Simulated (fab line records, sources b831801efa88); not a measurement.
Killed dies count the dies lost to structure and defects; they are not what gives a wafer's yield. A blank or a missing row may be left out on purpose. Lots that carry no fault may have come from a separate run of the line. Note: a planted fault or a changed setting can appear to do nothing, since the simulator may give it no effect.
Comparing a struck lot with a sound one -- flow sfqLine -- 13 out of 325 route steps
Sound: wafers L780.2, L780.4, L780.5. Struck: wafers L792.4, L792.5. (L792.3 of the same lot was not struck and is left out.) The cause comes at the end.
For every step that has rows: the tool of each side, followed by ch and its chambers, followed by its first start. Under that, the readings that differ: sound wafers -- struck wafers -- difference of the means -- sigmas: that difference in standard deviations of wafers without a fault.
alike: readings whose means differ by less than 2 such deviations, and words and numbers that are the same on both sides. not compared: withheld readings, readings that some wafer has no value for, bounds like >300 that may hide the same value, and numbers for which the record gives no deviation and whose values overlap.
The two part at a step that has a row with sigmas, a row that says differs or no value, or rows on one side only. When numbers do not overlap yet have no deviation, they are printed without sigmas and do not part them. Lack of a reading on every wafer of one side parts them only where that side has two or more wafers.

first, 1 step without rows for these wafers: SFQ_TRILAYER_M4_DEP_PRE_CLEAN_092 (time 22.5 s).
SFQ_TRILAYER_M4_DEP_SPUTTER_091: material Nb, target thk 200 nm, time 133.3 s.
  struck on pvdSputter-06, day 56 09:54; sound on pvdSputter-06, day 50 17:55
  alike: throttleValvePct
SFQ_M4_RS_MEAS_924: measures by four-point-probe.
  struck on filmMetro-04, day 56 10:02; sound on filmMetro-04, day 50 18:01
reading,sound,struck,difference,sigmas
M4_NB_RS (ohm/sq),0.900 0.892 0.895,0.876 0.866,-0.025,-2
then, 6 steps without rows for these wafers: SFQ_TRILAYER_M4_LITHO_COAT_098 (resist thk 62 nm); SFQ_TRILAYER_M4_LITHO_COAT_093 (resist thk 600 nm); SFQ_TRILAYER_M4_LITHO_SOFTBAKE_097; SFQ_TRILAYER_M4_LITHO_EXPOSE_094 (exposes mask M4, target cd 500 nm); SFQ_TRILAYER_M4_LITHO_PEB_096 (peb time 60 s); SFQ_TRILAYER_M4_LITHO_DEVELOP_095 (time 60 s).
-- the record jumps here: 5 days lie between the struck wafers' starts before and after --
SFQ_M4_OVL_MEAS_926:
  struck on overlay-01, day 61 03:26; sound on overlay-02, day 56 02:18
  alike: M4_OVL
SFQ_TRILAYER_M4_BARC_OPEN_METAL_ETCH_123: etches BARC in O2, target depth 125 nm, time 41.7 s.
  sound on rieMetal-02 ch 0,1, day 56 02:20; struck on rieMetal-03 ch 0, day 61 03:28
  alike: chamberPressureMTorr, drypumpMotorCurrentA, oesProductAu, runLengthS
  not compared: rfHoursCounterH
SFQ_TRILAYER_M4_ETCH_METAL_ETCH_096: etches Nb in Cl2/Ar, stops on SiO2, target depth 240 nm, time 120 s.
  sound on rieMetal-02 ch 0,1, day 56 02:23; struck on rieMetal-03 ch 0, day 61 03:34
reading,sound,struck,difference,sigmas
oesProductAu (a.u.),0.888 0.897 0.897,0.793 0.796,-0.100,-12
runLengthS (s),148.1 148.3 147.9,179.2 179.3,+31.2,+46
model.KrF_of_TRILAYER_M4_LITHO_COAT_093.thkNm (nm),376.2 380.7 375.9,344.4 343.4,-33.7,
model.SiO2_of_TRILAYER_I3_DEP_PECVD_081.thkNm (nm),194 194.5 191.5,186.9 186.9,-6.4,
model.M4.featureDepthNm (nm),197.8 199.9 198.8,209.7 211.5,+11.8,
  alike: chamberPressureMTorr, drypumpMotorCurrentA
  not compared: rfHoursCounterH
SFQ_TRILAYER_M4_STRIP_STRIP_097: strips in O2.
  sound on rieMetal-02 ch 0,1, day 56 02:31; struck on rieMetal-03 ch 0, day 61 03:50
  alike: chamberPressureMTorr, drypumpMotorCurrentA, oesProductAu
  not compared: rfHoursCounterH

## WHERE THEY PART
First at SFQ_M4_RS_MEAS_924; last, within this record, at SFQ_TRILAYER_M4_ETCH_METAL_ETCH_096. Later steps at which nothing parts them and some readings are alike: SFQ_TRILAYER_M4_STRIP_STRIP_097.

WHY: whatever the simulator had introduced
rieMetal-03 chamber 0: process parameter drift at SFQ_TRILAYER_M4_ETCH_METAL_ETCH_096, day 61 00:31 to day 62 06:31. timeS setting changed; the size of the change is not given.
